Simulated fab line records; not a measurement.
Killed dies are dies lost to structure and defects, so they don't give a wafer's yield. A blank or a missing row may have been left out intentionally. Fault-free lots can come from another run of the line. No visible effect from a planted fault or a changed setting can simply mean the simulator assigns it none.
Lot-split experiment || flow sfq line || 5 lots, 23 wafers read, on a route of 325 steps

== SPLIT DETAILS ==
At SFQ_TRILAYER_I6_VIA_LITHO_EXPOSE_170 (exposes mask I6, target cd 700 nm), the setting dose mj was moved away from the recipe's 21.3 on 12 of the 23 wafers read, by -7.0% to +6.3%. All remaining wafers had this setting at the recipe value.

== FROM THE SPLIT TO THE READING: what the file shows between them, 1 step ==
- SFQ_TRILAYER_I6_VIA_BARC_OPEN_VIA_ETCH_235: etches BARC in O2, target depth 125 nm, time 41.7 s (also split here: source w)

== THE READING ==
I6.cd nm (the simulator's own value, which no gauge read), in nm, at SFQ_TRILAYER_I6_VIA_ETCH_VIA_ETCH_172 (etches SiO2 in CHF3, stops on Nb, target depth 260 nm). The file gives no usual value for it. Across the 11 wafers here that went through the recipe, the average is 701.0 nm and the standard deviation 1.8 nm.

{"wafer": "L075.1", "tool, chamber at the split": "krf scanner-01, 0", "dose mj as run": 21.3, "against the recipe": "recipe", "I6.cd nm, nm": 700, "against lot-mates on the recipe": "-"}
{"wafer": "L075.2", "tool, chamber at the split": "krf scanner-01, 0", "dose mj as run": 22.64, "against the recipe": "+6.3%", "I6.cd nm, nm": 709.6, "against lot-mates on the recipe": "+9.3"}
{"wafer": "L075.3", "tool, chamber at the split": "krf scanner-01, 0", "dose mj as run": 22.64, "against the recipe": "+6.3%", "I6.cd nm, nm": 710, "against lot-mates on the recipe": "+9.7"}
{"wafer": "L075.5", "tool, chamber at the split": "krf scanner-01, 0", "dose mj as run": 22.64, "against the recipe": "+6.3%", "I6.cd nm, nm": 710.6, "against lot-mates on the recipe": "+10.3"}
{"wafer": "L075.6", "tool, chamber at the split": "krf scanner-01, 0", "dose mj as run": 21.3, "against the recipe": "recipe", "I6.cd nm, nm": 700.6, "against lot-mates on the recipe": "-"}
{"wafer": "L080.1", "tool, chamber at the split": "krf scanner-01, 0", "dose mj as run": 21.3, "against the recipe": "recipe", "I6.cd nm, nm": 698.3, "against lot-mates on the recipe": "-"}
{"wafer": "L080.3", "tool, chamber at the split": "krf scanner-01, 0", "dose mj as run": 19.81, "against the recipe": "-7.0%", "I6.cd nm, nm": 689.9, "against lot-mates on the recipe": -9.2}
{"wafer": "L080.4", "tool, chamber at the split": "krf scanner-01, 0", "dose mj as run": 19.81, "against the recipe": "-7.0%", "I6.cd nm, nm": 688.8, "against lot-mates on the recipe": -10.4}
{"wafer": "L080.5", "tool, chamber at the split": "krf scanner-01, 0", "dose mj as run": 19.81, "against the recipe": "-7.0%", "I6.cd nm, nm": 687.8, "against lot-mates on the recipe": -11.4}
{"wafer": "L080.6", "tool, chamber at the split": "krf scanner-01, 0", "dose mj as run": 21.3, "against the recipe": "recipe", "I6.cd nm, nm": 700, "against lot-mates on the recipe": "-"}
{"wafer": "L082.1", "tool, chamber at the split": "krf scanner-01, 0", "dose mj as run": 21.99, "against the recipe": "+3.2%", "I6.cd nm, nm": 711.7, "against lot-mates on the recipe": "+11.9"}
{"wafer": "L082.2", "tool, chamber at the split": "krf scanner-01, 0", "dose mj as run": 21.99, "against the recipe": "+3.2%", "I6.cd nm, nm": 706.7, "against lot-mates on the recipe": "+6.9"}
{"wafer": "L082.4", "tool, chamber at the split": "krf scanner-01, 0", "dose mj as run": 21.99, "against the recipe": "+3.2%", "I6.cd nm, nm": 704.3, "against lot-mates on the recipe": "+4.4"}
{"wafer": "L082.5", "tool, chamber at the split": "krf scanner-01, 0", "dose mj as run": 21.3, "against the recipe": "recipe", "I6.cd nm, nm": 702.5, "against lot-mates on the recipe": "-"}
{"wafer": "L082.6", "tool, chamber at the split": "krf scanner-01, 0", "dose mj as run": 21.3, "against the recipe": "recipe", "I6.cd nm, nm": 697.2, "against lot-mates on the recipe": "-"}
{"wafer": "L084.1", "tool, chamber at the split": "krf scanner-01, 0", "dose mj as run": 21.3, "against the recipe": "recipe", "I6.cd nm, nm": 702.3, "against lot-mates on the recipe": "-"}
{"wafer": "L084.2", "tool, chamber at the split": "krf scanner-01, 0", "dose mj as run": 20.19, "against the recipe": "-5.2%", "I6.cd nm, nm": 694.2, "against lot-mates on the recipe": -8.0}
{"wafer": "L084.4", "tool, chamber at the split": "krf scanner-01, 0", "dose mj as run": 20.19, "against the recipe": "-5.2%", "I6.cd nm, nm": 695.2, "against lot-mates on the recipe": -7.0}
{"wafer": "L084.5", "tool, chamber at the split": "krf scanner-01, 0", "dose mj as run": 20.19, "against the recipe": "-5.2%", "I6.cd nm, nm": 691.9, "against lot-mates on the recipe": -10.4}
{"wafer": "L084.6", "tool, chamber at the split": "krf scanner-01, 0", "dose mj as run": 21.3, "against the recipe": "recipe", "I6.cd nm, nm": 702.2, "against lot-mates on the recipe": "-"}
{"wafer": "L085.2", "tool, chamber at the split": "krf scanner-01, 0", "dose mj as run": 21.3, "against the recipe": "recipe", "I6.cd nm, nm": 701.8, "against lot-mates on the recipe": "-"}
{"wafer": "L085.3", "tool, chamber at the split": "krf scanner-01, 0", "dose mj as run": 21.3, "against the recipe": "recipe", "I6.cd nm, nm": 702.7, "against lot-mates on the recipe": "-"}
{"wafer": "L085.4", "tool, chamber at the split": "krf scanner-01, 0", "dose mj as run": 21.3, "against the recipe": "recipe", "I6.cd nm, nm": 702.9, "against lot-mates on the recipe": "-"}

THE FIT
A straight line over all 23 wafers: I6.cd nm changes by +1.6 nm for each +1% of dose mj; r = +0.96; the points scatter about the line by 2.1 nm.
The same after taking each lot's own level away (the mean of its wafers on the recipe; 23 wafers): +1.62 nm for each +1%; r = +0.97; scatter 1.8 nm.
According to that fit, moving dose mj by its largest amount changes the reading by 11 nm.
From 699.15 to 702.47 nm: that is the span of the lots' own levels, equal to 1.8 times the standard deviation above.
So the lot-to-lot level changes the slope little: the two slopes agree.
Check: with one of the wafers moved furthest among these (-7.0%) left out of the fit, the line predicts -11.2 nm for it against its lot-mates. It came out at -9.25 nm against them.

== THE OTHER SPLITS THESE WAFERS WENT THROUGH ==
These wafers also went through other splits before the reading. Each is held against what the fit with the lots' levels taken away leaves over:
{"other split on the same wafers": "SFQ_TRILAYER_M6_LITHO_COAT_159 resist thk nm", "wafers away from the commonest value": 5, "r with I6.cd nm (lot level and that fit taken away)": -0.35}
{"other split on the same wafers": "SFQ_TRILAYER_I6_CMP_CMP_166 leave above ref nm", "wafers away from the commonest value": 7, "r with I6.cd nm (lot level and that fit taken away)": "+0.24"}
{"other split on the same wafers": "SFQ_TRILAYER_I6_VIA_BARC_OPEN_VIA_ETCH_235 source w", "wafers away from the commonest value": 7, "r with I6.cd nm (lot level and that fit taken away)": "+0.06"}

== THE WHOLE CHAIN: every reading that the file lists as answering this split, in the file's order ==
{"step": "SFQ_TRILAYER_I6_VIA_BARC_OPEN_VIA_ETCH_235", "what it does": "etches BARC in O2, target depth 125 nm, time 41.7 s", "reading": "I6.cd nm (the simulator's own value, which no gauge read)", "change (the file's fit)": "+1.66 nm for each +1% of the setting", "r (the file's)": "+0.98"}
{"step": "SFQ_TRILAYER_I6_VIA_ETCH_VIA_ETCH_172", "what it does": "etches SiO2 in CHF3, stops on Nb, target depth 260 nm", "reading": "I6.cd nm (the simulator's own value, which no gauge read)", "change (the file's fit)": "+1.61 nm for each +1% of the setting", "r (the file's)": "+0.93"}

== FILE'S OWN FIT ==
I6.cd nm changes by +1.61 nm for each +1% of dose mj, r = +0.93.
